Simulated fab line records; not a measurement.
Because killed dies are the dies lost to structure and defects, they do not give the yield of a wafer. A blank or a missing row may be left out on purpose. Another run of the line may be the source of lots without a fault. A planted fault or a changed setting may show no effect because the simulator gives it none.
fab line records ; flow sfq_line ; part 2 of 2: steps 30 to 41 of 41
record: lots: 5; wafers: 15; last_day: 92
route steps=325 shown I0@44 M1@58 I1@73
lots untouched by any fault: they come from a run of this same line in which no faults occurred
start_h: start of the lot's first displayed wafer, in hours after the record's first day ; wait_h: time in hours since the lot's previous step ; " same as the row above ; L1.1+2: one row covering several wafers at once ; - no value, or no start was given ; * or withheld: withheld ; < > ~ a bound
route shown NAME@n: a module of which the file shows steps, and the number in the route of the first ; usual: mean/standard deviation taken from wafers without a fault ; same: alike in all rows ; chamber/n: place in a boat ; sites: the reading at each site ; _std_site: their standard deviation ; _edge_site: the outer-site mean with the inner-site mean subtracted ; radius_mm: for every site, how far away it sits from the centre of the wafer ; mask NAME#n: copy n ; behind: the tool/chamber that last shaped the wafer ; hold: reason for holding the lot/hours on hold/outcome of the hold ; device: which transistor (n, p or np) failed to switch ; end of line: tests of these same wafers at the route's end ; step lacking rows: just its recipe ; killed: at the first sort, the dies lost to defects and structure; wafer yield is something else ; map: shows each die of a wafer: x if killed, . if not, _ if none is there
set.NAME: the setting the step ran with; set.NAME@STEP: the setting that earlier step ran with ; model.NAME: the simulator's own value behind a step, which no gauge read
a table for each step, a row for each wafer; lots at some steps of the route
services: a tool's chamber out of use, with start hour (start_h, from the record's first day; less than 0 if before it), hours out, and reason
== steps ==
step: SFQ_TRILAYER_I1_CMP_CMP_046
recipe: material: SiO2; down_force_psi: 3; platen_rpm: 60; pad_velocity_m_s: 0.94248
usual: motor_current_A: 10.2/0.63; time_to_endpoint_s: 212/7.7
lot.wafer;tool;chamber;start_h;wait_h;motor_current_A;time_to_endpoint_s
L075.3;cmp-01;0;430.01;0.5;10.6;210
L075.4;cmp-01;2;431.01;1.5;11.3;225
L075.6;cmp-01;0;432.01;2.5;9.9;216
L077.3;cmp-02;0;439.61;0.5;10.1;220
L077.4;cmp-02;2;440.61;1.5;9.7;223
L077.6;cmp-02;0;441.61;2.5;10.5;222
L087.2;cmp-02;3;553.91;0.0;10.8;208
L087.1;cmp-02;0;553.91;0.0;10.6;202
L087.5;cmp-02;3;555.91;2.0;10.6;216
L096.4;cmp-01;0;791.85;6.5;10.6;211
L096.3;cmp-01;2;792.85;7.5;11.3;216
L096.5;cmp-01;1;794.35;9.0;9.5;214
L097.3;cmp-01;3;810.77;4.9;9.8;213
L097.4;cmp-01;2;812.27;6.4;11.9;224
L097.5;cmp-01;3;812.27;6.4;10.0;216
step: SFQ_I1_BOW_MEAS_912
recipe: mode: bow
usual: I1_BOW: 2/6.6
lot.wafer;tool;chamber;start_h;wait_h;I1_BOW[um]
L075.3;film_metro-04;-;432.55;2.0;3
L075.4;film_metro-04;-;432.55;2.0;4
L075.6;film_metro-04;-;432.55;2.0;7
L077.3;film_metro-03;-;442.15;2.0;19
L077.4;film_metro-03;-;442.15;2.0;-9
L077.6;film_metro-03;-;442.15;2.0;6
L087.1;film_metro-03;-;556.91;2.0;5
L087.2;film_metro-03;-;556.91;2.0;0
L087.5;film_metro-03;-;556.91;2.0;1
L096.3;film_metro-03;-;794.89;1.5;-1
L096.4;film_metro-03;-;794.89;1.5;3
L096.5;film_metro-03;-;794.89;1.5;-3
L097.3;film_metro-03;-;813.81;2.5;5
L097.4;film_metro-03;-;813.81;2.5;11
L097.5;film_metro-03;-;813.81;2.5;5
step: SFQ_TRILAYER_I1_METRO_MEASURE_047
usual: thk_nm: 199.4/1
lot.wafer;tool;chamber;start_h;wait_h;thk_nm
L075.3;film_metro-04;-;433.03;0.5;199.6
L075.4;film_metro-04;-;433.03;0.5;200.5
L075.6;film_metro-04;-;433.03;0.5;197.8
L077.3;film_metro-03;-;442.63;0.5;200.8
L077.4;film_metro-03;-;442.63;0.5;199.2
L077.6;film_metro-03;-;442.63;0.5;199.6
L087.1;film_metro-03;-;557.03;0.1;200.6
L087.2;film_metro-03;-;557.03;0.1;200.2
L087.5;film_metro-03;-;557.03;0.1;200.0
L096.3;film_metro-03;-;795.37;0.5;201.7
L096.4;film_metro-03;-;795.37;0.5;201.5
L096.5;film_metro-03;-;795.37;0.5;199.3
L097.3;film_metro-03;-;814.29;0.5;201.1
L097.4;film_metro-03;-;814.29;0.5;199.1
L097.5;film_metro-03;-;814.29;0.5;200.6
step: SFQ_TRILAYER_I1_VIA_LITHO_COAT_054
recipe: resist: BARC; spin_rpm: 3000; resist_thk_nm: 62
lot.wafer;tool;chamber;start_h;wait_h
L075.3+4+6;litho_track-01;0;433.93;0.7
L077.3+4+6;litho_track-03;0;443.53;0.7
L087.1+2+5;litho_track-01;0;558.23;1.0
L096.3+4+5;litho_track-03;0;796.27;0.7
L097.3+4+5;litho_track-01;0;815.19;0.7
step: SFQ_TRILAYER_I1_VIA_LITHO_COAT_049
recipe: resist: KrF; spin_rpm: 3000; resist_thk_nm: 650
lot.wafer;tool;chamber;start_h;wait_h
L075.3+4+6;litho_track-01;0;434.23;0.2
L077.3+4+6;litho_track-03;0;443.83;0.2
L087.1+2+5;litho_track-01;0;558.53;0.2
L096.3+4+5;litho_track-03;0;796.57;0.2
L097.3+4+5;litho_track-01;0;815.49;0.2
step: SFQ_TRILAYER_I1_VIA_LITHO_SOFTBAKE_053
recipe: temp_c: withheld; time_s: withheld; resist: KrF
lot.wafer;tool;chamber;start_h;wait_h
L075.3+4+6;litho_track-01;0;434.48;0.2
L077.3+4+6;litho_track-03;0;444.08;0.2
L087.1+2+5;litho_track-01;0;558.83;0.2
L096.3+4+5;litho_track-03;0;796.82;0.2
L097.3+4+5;litho_track-01;0;815.74;0.2
step: SFQ_TRILAYER_I1_VIA_LITHO_EXPOSE_050
recipe: mask_id: I1; na: 0.6; source_shape: conventional; sigma_outer: 0.65; target_cd_nm: 500; dose_mj: 21.3
lot.wafer;tool;chamber;start_h;wait_h;mask
L075.3+4+6;krf_scanner-01;0;596.13;-;I1#0
L077.3+4+6;krf_scanner-01;0;604.53;-;I1#0
L087.1+2+5;krf_scanner-01;0;715.58;-;I1#0
L096.3+4+5;krf_scanner-01;0;944.45;-;I1#0
L097.3+4+5;krf_scanner-01;0;961.25;-;I1#0
step: SFQ_TRILAYER_I1_VIA_LITHO_PEB_052
recipe: peb_temp_c: 115; peb_time_s: 60; resist: KrF
lot.wafer;tool;chamber;start_h;wait_h
L075.3+4+6;litho_track-01;0;596.98;0.7
L077.3+4+6;litho_track-01;0;605.38;0.7
L087.1+2+5;litho_track-01;0;716.78;1.0
L096.3+4+5;litho_track-04;0;945.30;0.7
L097.3+4+5;litho_track-01;0;962.10;0.7
step: SFQ_TRILAYER_I1_VIA_LITHO_DEVELOP_051
recipe: time_s: 60; resist: KrF
same: time_s: 60
lot.wafer;tool;chamber;start_h;wait_h
L075.3+4+6;litho_track-01;0;597.13;0.1
L077.3+4+6;litho_track-01;0;605.53;0.1
L087.1+2+5;litho_track-01;0;716.93;0.1
L096.3+4+5;litho_track-04;0;945.45;0.1
L097.3+4+5;litho_track-01;0;962.25;0.1
step: SFQ_I1_OVL_MEAS_913
usual: I1_OVL: 3/5.3
lot.wafer;tool;chamber;start_h;wait_h;I1_OVL[nm]
L075.3;overlay-01;-;597.25;0.1;10
L075.4;overlay-01;-;597.25;0.1;1
L075.6;overlay-01;-;597.25;0.1;6
L077.3;overlay-01;-;605.65;0.1;11
L077.4;overlay-01;-;605.65;0.1;2
L077.6;overlay-01;-;605.65;0.1;-2
L087.1;overlay-01;-;717.08;0.1;-5
L087.2;overlay-01;-;717.08;0.1;3
L087.5;overlay-01;-;717.08;0.1;-5
L096.3;overlay-02;-;945.56;0.1;3
L096.4;overlay-02;-;945.56;0.1;11
L096.5;overlay-02;-;945.56;0.1;-5
L097.3;overlay-01;-;962.36;0.1;10
L097.4;overlay-01;-;962.36;0.1;8
L097.5;overlay-01;-;962.36;0.1;5
step: SFQ_TRILAYER_I1_VIA_BARC_OPEN_VIA_ETCH_071
recipe: mask_material: PR; chemistry: O2; target_depth_nm: 125; target: BARC; source_w: 500; bias_w: 80; pressure_mtorr: 30; time_s: 41.7
usual: drypump_motor_current_A: 5.4/0.36; oes_product_au: 0.685/0.005; rf_fwd_power_W: 494.7/2.3
same: time_s: 41.7
lot.wafer;tool;chamber;start_h;wait_h;drypump_motor_current_A;oes_product_au;rf_fwd_power_W;rf_hours_counter_h
L075.3;rie_diel-04;1;597.27;0.0;5.2;0.688;493.5;4
L075.4;rie_diel-04;2;597.27;0.0;5.4;0.684;492.7;5
L075.6;rie_diel-04;0;597.27;0.0;5.9;0.684;496.6;-
L077.3;rie_diel-01;3;605.67;0.0;4.8;0.681;491.7;80
L077.4;rie_diel-01;0;605.67;0.0;5.9;0.687;490.9;11
L077.6;rie_diel-01;2;605.67;0.0;5.7;0.683;492.0;-
L087.1;rie_diel-04;1;717.11;0.0;5.2;0.686;492.8;6
L087.2;rie_diel-04;2;717.11;0.0;5.4;0.677;491.1;8
L087.5;rie_diel-04;1;717.11;0.0;5.2;0.686;490.9;-
L096.3;rie_diel-04;1;945.59;0.0;5.2;0.687;490.8;9
L096.4;rie_diel-04;3;945.59;0.0;5.6;0.684;498.4;9
L096.5;rie_diel-04;3;945.59;0.0;5.6;0.681;497.5;-
L097.3;rie_diel-03;3;962.39;0.0;5.5;0.681;494.2;2
L097.4;rie_diel-03;2;962.39;0.0;5.1;0.683;494.0;1
L097.5;rie_diel-03;1;962.39;0.0;4.8;0.679;496.2;-
step: SFQ_TRILAYER_I1_VIA_ETCH_VIA_ETCH_052
recipe: target: SiO2; stop_on: Nb; mask_material: PR; taper_deg: 20; chemistry: CHF3; target_depth_nm: 260; source_w: 500; bias_w: 80; pressure_mtorr: 30; time_s: withheld
usual: drypump_motor_current_A: 5.4/0.36; oes_product_au: 0.853/0.0048; rf_fwd_power_W: 498.3/1.6
lot.wafer;tool;chamber;start_h;wait_h;drypump_motor_current_A;oes_product_au;rf_fwd_power_W
L075.3;rie_diel-04;1;597.31;0.0;5.2;0.843;496.5
L075.4;rie_diel-04;2;597.31;0.0;5.5;0.857;496.0
L075.6;rie_diel-04;0;597.31;0.0;5.8;0.848;500.1
L077.3;rie_diel-01;3;605.71;0.0;4.8;0.852;497.7
L077.4;rie_diel-01;0;605.71;0.0;5.9;0.846;498.5
L077.6;rie_diel-01;2;605.71;0.0;5.7;0.846;496.9
L087.1;rie_diel-04;1;717.15;0.0;5.2;0.850;497.4
L087.2;rie_diel-04;2;717.15;0.0;5.5;0.854;494.7
L087.5;rie_diel-04;1;717.15;0.0;5.2;0.856;497.5
L096.3;rie_diel-04;1;945.63;0.0;5.2;0.855;497.2
L096.4;rie_diel-04;3;945.63;0.0;5.6;0.861;495.8
L096.5;rie_diel-04;3;945.63;0.0;5.6;0.863;497.3
L097.3;rie_diel-03;3;962.43;0.0;5.5;0.855;499.8
L097.4;rie_diel-03;2;962.43;0.0;5.1;0.855;494.0
L097.5;rie_diel-03;1;962.43;0.0;4.8;0.854;496.9
== services ==
tool;chamber;start_h;hours;kind
rie_metal-01;1;254.07;5.4;repair
rie_diel-04;2;259.30;11.5;repair
krf_scanner-02;-;293.00;4.3;repair
rie_diel-04;3;300.07;6.0;repair
rie_diel-04;1;305.75;8.1;repair
rie_metal-01;0;313.05;14.9;repair
krf_scanner-02;-;314.09;1.0;pm
rie_diel-04;1;344.47;1.2;repair
krf_scanner-02;-;364.29;1.3;pm
rie_diel-04;3;369.14;6.3;repair
krf_scanner-02;-;397.02;0.8;pm
krf_scanner-02;-;404.23;0.5;repair
rie_diel-04;-;447.70;0.8;repair
rie_diel-04;-;574.52;0.8;repair
rie_diel-04;1;664.61;4.5;repair
rie_diel-04;-;682.44;0.2;repair
rie_diel-04;0;735.01;15.6;repair
rie_diel-04;1;736.22;6.3;repair
rie_diel-04;1;800.35;4.6;repair
rie_metal-01;-;883.20;14.6;pm
rie_diel-04;-;902.56;0.2;repair
rie_diel-04;0;910.24;3.3;repair
rie_diel-04;3;917.57;4.0;repair
rie_diel-04;1;934.97;8.4;repair
